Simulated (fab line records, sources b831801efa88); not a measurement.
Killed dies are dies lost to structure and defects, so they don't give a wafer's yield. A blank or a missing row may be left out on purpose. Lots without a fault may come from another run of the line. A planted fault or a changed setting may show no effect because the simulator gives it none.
Problem report in the 8D (eight disciplines) form, filled by code | flow gf180mcu | the parts of the form that need people (team, actions taken, sign-off) are left out

1. THE PROBLEM
HV_LDD_02_OVL at GF_HV_LDD_OVL_MEAS_32 reads a mean of -84.4 nm on 6 wafers of 2 lots; wafers without a fault read -0.1 nm with a standard deviation of 1.3. That is -65 standard deviations from the usual mean.
First seen on wafer L773.1, day 16 06:04, on overlay-01. The record holds 39 wafers of 13 lots with a number at this step. Rule for "out", or "out of limits": more than 4 standard deviations from the usual mean. The other wafers with a number count as sound.

2. WHAT IT IS AND WHAT IT IS NOT
question                    | is                     | is not
which readings at this step | HV_LDD_02_OVL          | -
which lots                  | L773, L774             | L759, L760, L761, L762, L763, L765, L766, L770, L775, L776, L780
which wafers of those lots  | all that have a number | -
read on which gauges        | overlay-01             | overlay-02
when                        | from day 16 06:04      | up to then (24 sound wafers); but 9 sound wafers of L775, L776, L780 came after

3. SUSPECTS, AND WHAT RULES EACH OUT
Counting: a tool at a process step up to the reading stays a suspect if it ran every lot that is out and no sound lot after the first of them.
- the gauge at GF_HV_LDD_OVL_MEAS_32: kept. All the wafers that are out were read on overlay-01, and no step on other tools shows them out.
- iline_stepper-02 at GF_HV_LDD_EXPOSE_28 (exposes mask Nplus HV AREA, target cd 400 nm): kept. It ran every lot that is out, first L773 (day 15 19:35), and no sound lot after that; its last sound lot up to then is L766 (day 13 15:04).
Left after counting: iline_stepper-02 at GF_HV_LDD_EXPOSE_28, overlay-01 at GF_HV_LDD_OVL_MEAS_32.

4. THE CAUSE (what the simulator had put in)
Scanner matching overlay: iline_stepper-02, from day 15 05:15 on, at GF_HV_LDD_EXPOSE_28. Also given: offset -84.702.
Counting left 2 suspects, and this tool is among them.

5. THE CHAIN OF EFFECTS, in route order
Each row: a reading whose mean over the struck wafers that have a number lies more than 3 standard deviations from the usual. Only readings for which the record gives a usual standard deviation are gone through. hours: the time from each lot's start at the first step in this table that gives one to its start at this step, as a median over the lots. sigmas: the change in usual standard deviations.
hours | step                  | reading       | usual   | on struck wafers | change | sigmas
0     | GF_HV_LDD_OVL_MEAS_32 | HV_LDD_02_OVL | -0.1 nm | -84.4            | -84.3  | -65
Later measuring or inspecting steps at which every struck wafer that the step has a row for has a number for every such reading, and none has moved that far: GF_NSD_CD_MEAS_07.

6. WHAT WOULD HAVE CAUGHT IT SOONER
In this record the first reading out of limits at a measuring or inspecting step was taken at day 16 06:04, 25 hours after the fault began at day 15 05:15.
Of the tool readings at GF_HV_LDD_EXPOSE_28 for which the record gives a usual standard deviation, none was out on any struck wafer, so an alarm limit of 4 standard deviations on them would not have fired.
All the lots that are out (2) had begun GF_HV_LDD_EXPOSE_28 on iline_stepper-02 by day 16 06:04. A hold on the tool at that time would have spared none of them.
